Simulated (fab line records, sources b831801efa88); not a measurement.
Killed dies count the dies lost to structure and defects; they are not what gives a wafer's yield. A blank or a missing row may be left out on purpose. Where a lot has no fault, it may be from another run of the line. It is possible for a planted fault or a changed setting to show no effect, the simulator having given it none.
Which tool was responsible? | flow gf180mcu | 11 lots with 33 wafers sampled at 6 steps, on a route of 602 steps

WHAT EACH GAUGE READ, for each wafer
GF_HV_LDD_CD_MEAS_19 targets a cd of 400 nm.
lot  | measured     | on        | cd-nm (nm)
L941 | day 10 20:32 | cd-sem-01 | 396.6 394.1 395.1
L942 | day 11 00:22 | cd-sem-02 | 401.1 402.4 401.6
L943 | day 11 10:53 | cd-sem-01 | 401.7 402.8 402.9
L946 | day 12 10:18 | cd-sem-02 | 396.0 395.1 396.5
L947 | day 12 17:07 | cd-sem-02 | 402.0 401.7 400.3
L954 | day 15 00:22 | cd-sem-02 | 400.5 400.4 399.9
L956 | day 15 14:49 | cd-sem-01 | 397.5 398.7 398.0
L959 | day 16 05:40 | cd-sem-01 | 405.7 404.0 404.9
L961 | day 16 16:55 | cd-sem-01 | 402.8 402.7 402.2
L962 | day 17 02:36 | cd-sem-01 | 400.7 398.7 401.4
L964 | day 18 04:31 | cd-sem-01 | 398.2 399.0 400.1

GF_HV_LDD_TW_MEAS_38.
lot  | measured     | on            | HV_LDD_3_TW
L941 | day 11 15:40 | film-metro-02 | 1453 1445 1447
L942 | day 11 19:22 | film-metro-04 | 1423 1422 1417
L943 | day 12 06:44 | film-metro-04 | 1527 1531 1533 1529 1532 1526
L946 | day 13 06:57 | film-metro-02 | 1557 1554 1553 1562 1563 1557
L947 | day 13 14:38 | film-metro-03 | 1556 1557 1556 1562 1560 1566
L954 | day 15 22:43 | film-metro-03 | 1456 1455 1451
L956 | day 16 13:59 | film-metro-02 | 1453 1451 1452
L959 | day 17 05:34 | film-metro-02 | 1441 1440 1443
L961 | day 17 17:10 | film-metro-03 | 1456 1444 1452
L962 | day 18 03:07 | film-metro-03 | 1450 1444 1451
L964 | day 19 05:52 | film-metro-04 | 1421 1420 1416

GF_HV_LDD_RS_MEAS_53: measurement is done with a four-point probe.
lot  | measured     | on            | HV_LDD_RS (ohm/sq)
L941 | day 12 10:13 | film-metro-03 | 418.4 418.0 418.1
L942 | day 12 13:53 | film-metro-02 | 417.6 418.3 417.4
L943 | day 13 02:01 | film-metro-02 | 397.8 398.0 398.6 399.2 398.3 397.3
L946 | day 14 03:29 | film-metro-04 | 401.5 400.9 400.7 401.2 400.3 401.5
L947 | day 14 11:36 | film-metro-04 | 400.0 400.5 400.6 400.4 400.4 400.9
L954 | day 16 21:17 | film-metro-02 | 417.7 417.6 418.3
L956 | day 17 13:29 | film-metro-02 | 418.6 417.5 418.4
L959 | day 18 05:31 | film-metro-02 | 417.5 418.1 417.6
L961 | day 18 17:25 | film-metro-03 | 417.6 417.4 418.5
L962 | day 19 03:32 | film-metro-03 | 419.1 418.6 418.7
L964 | day 20 06:22 | film-metro-02 | 418.5 418.6 418.8

WHAT TOOL EACH LOT RAN ON (gives the tool, then ch and the chambers of the sampled wafers, and finally the start)
lot  | GF_VT_IMPLANT_RTA_45             | GF_DUAL_GATE_STRIP_13                | GF_HV_LDD_IMPLANT_36
L941 | rtp-anneal-01 ch 0, day 7 10:47  | plasma-asher-04 ch 0,1, day 8 10:32  | implanter-03 ch 0, day 11 15:26
L942 | rtp-anneal-01 ch 0, day 7 21:03  | plasma-asher-04 ch 0,1, day 8 15:29  | implanter-02 ch 0, day 11 19:07
L943 | rtp-anneal-01 ch 0, day 8 05:55  | plasma-asher-04 ch 0,1, day 8 23:41  | implanter-01 ch 0, day 12 06:11
L946 | rtp-anneal-02 ch 0, day 9 01:14  | plasma-asher-03 ch 0,1, day 9 20:44  | implanter-03 ch 0, day 13 06:25
L947 | rtp-anneal-01 ch 0, day 9 05:00  | plasma-asher-04 ch 0,1, day 10 00:28 | implanter-03 ch 0, day 13 14:05
L954 | rtp-anneal-01 ch 0, day 11 02:30 | plasma-asher-03 ch 0,1, day 12 01:01 | implanter-03 ch 0, day 15 22:28
L956 | rtp-anneal-02 ch 0, day 11 15:50 | plasma-asher-01 ch 0,1, day 12 19:04 | implanter-02 ch 0, day 16 13:46
L959 | rtp-anneal-01 ch 0, day 12 10:19 | plasma-asher-01 ch 0,1, day 13 08:17 | implanter-03 ch 0, day 17 05:19
L961 | rtp-anneal-02 ch 0, day 12 21:31 | plasma-asher-01 ch 0,1, day 13 19:50 | implanter-02 ch 0, day 17 16:56
L962 | rtp-anneal-02 ch 0, day 13 05:09 | plasma-asher-01 ch 0,1, day 14 03:52 | implanter-02 ch 0, day 18 02:52
L964 | rtp-anneal-02 ch 0, day 14 04:31 | plasma-asher-01 ch 0,1, day 15 03:46 | implanter-01 ch 0, day 19 05:38
- GF_VT_IMPLANT_RTA_45: time 30 s.
- GF_DUAL_GATE_STRIP_13: strips in O2/N2.
- GF_HV_LDD_IMPLANT_36

WHAT THE TOOLS THEMSELVES READ (means of the sampled wafers that have a number; where no wafer has one, the mark that the record gives instead)
GF_VT_IMPLANT_RTA_45.
lot  | tool          | chamber-o2-ppm | lamp-power-pct (%) | wafer_temp_C_max
L941 | rtp-anneal-01 | 2.013          | 35.2               | 1054.7
L942 | rtp-anneal-01 | 1.982          | 35.2               | 1054.8
L943 | rtp-anneal-01 | 1.972          | 35.2               | 1053.8
L946 | rtp-anneal-02 | 1.995          | 36.2               | 1053.4
L947 | rtp-anneal-01 | 2.011          | 35.2               | 1054.4
L954 | rtp-anneal-01 | 2.010          | 35.2               | 1053.6
L956 | rtp-anneal-02 | 1.992          | 36.2               | 1053.6
L959 | rtp-anneal-01 | 1.996          | 35.2               | 1054.8
L961 | rtp-anneal-02 | 1.974          | 36.2               | 1053.3
L962 | rtp-anneal-02 | 1.986          | 36.2               | 1053.5
L964 | rtp-anneal-02 | 2.008          | 36.2               | 1053.8

GF_DUAL_GATE_STRIP_13.
lot  | tool            | chamber-pressure-mTorr (mTorr) | drypump-motor-current-A (A) | heater-power-w (W) | oes-product-au (a.u.) | platen-temp-c (C) | strip-time-to-endpoint-s (s)
L941 | plasma-asher-04 | 1501.4                         | 5.8                         | 334                | 0.713                 | 249.84            | 12.59
L942 | plasma-asher-04 | 1499.4                         | 5.8                         | 336                | 0.717                 | 249.91            | 12.61
L943 | plasma-asher-04 | 1499.9                         | 6.0                         | 366                | 0.715                 | 249.94            | 12.65
L946 | plasma-asher-03 | 1501.5                         | 6.0                         | 333                | 0.718                 | 249.88            | 12.64
L947 | plasma-asher-04 | 1500.7                         | 6.0                         | 366                | 0.714                 | 249.97            | 12.64
L954 | plasma-asher-03 | 1501.0                         | 6.0                         | 328                | 0.718                 | 250.05            | 12.66
L956 | plasma-asher-01 | 1499.7                         | 5.6                         | 347                | 0.719                 | 249.88            | 12.70
L959 | plasma-asher-01 | 1498.6                         | 5.6                         | 345                | 0.722                 | 249.94            | 12.60
L961 | plasma-asher-01 | 1499.6                         | 5.6                         | 353                | 0.709                 | 250.20            | 12.61
L962 | plasma-asher-01 | 1500.9                         | 5.8                         | 326                | 0.717                 | 250.18            | 12.59
L964 | plasma-asher-01 | 1499.5                         | 5.8                         | 325                | 0.719                 | 249.99            | 12.65

GF_HV_LDD_IMPLANT_36.
lot  | tool         | beam-energy-keV | faraday-current-uA | tilt-deg (degrees)
L941 | implanter-03 | 60.003          | 41.3               | 30.018
L942 | implanter-02 | 59.976          | 41.6               | 29.976
L943 | implanter-01 | 59.998          | 42.1               | 29.993
L946 | implanter-03 | 60.005          | 41.8               | 29.996
L947 | implanter-03 | 60.001          | 42.6               | 29.986
L954 | implanter-03 | 60.007          | 43.0               | 30.008
L956 | implanter-02 | 59.986          | 42.3               | 30.016
L959 | implanter-03 | 59.999          | 42.1               | 30.024
L961 | implanter-02 | 59.996          | 43.2               | 29.994
L962 | implanter-02 | 59.980          | 41.7               | 29.976
L964 | implanter-01 | 59.980          | 42.3               | 30.019

THE ANSWER, worked out from the rows above alone
Rule: the usual values come from the lots themselves. The widest of any qualifying gaps counts: lots, ordered by their means at a reading, are off when they make up no more than a third of the lots, leave a main group of 4 or more, and stand apart from it by 3 or more times the standard deviation of that group's means. A main group is skipped when, at the precision printed for the reading in the tables above, its means are all equal. A lot without any number at a reading at which 4 lots or more have one is off too. The other lots that the step has rows for count as sound. First the gauges in route order, then the tools' own readings, where a lot's mean is used as printed above. At the first step where some lot is off, the reading lying furthest off is the one used; lots without a number count as furthest.
Off: L943, L946, L947, seen at GF_HV_LDD_TW_MEAS_38 (HV_LDD_3_TW). The main group has a mean of 1442 with a standard deviation of 13.
If a tool, at a process step before that reading, ran all the lots that are off and no sound lot after the first of them, it fits. Those tools and the gauges at GF_HV_LDD_TW_MEAS_38 are tried in the same way. None of those tried fits.

WHAT THE SIMULATOR HAD INSERTED
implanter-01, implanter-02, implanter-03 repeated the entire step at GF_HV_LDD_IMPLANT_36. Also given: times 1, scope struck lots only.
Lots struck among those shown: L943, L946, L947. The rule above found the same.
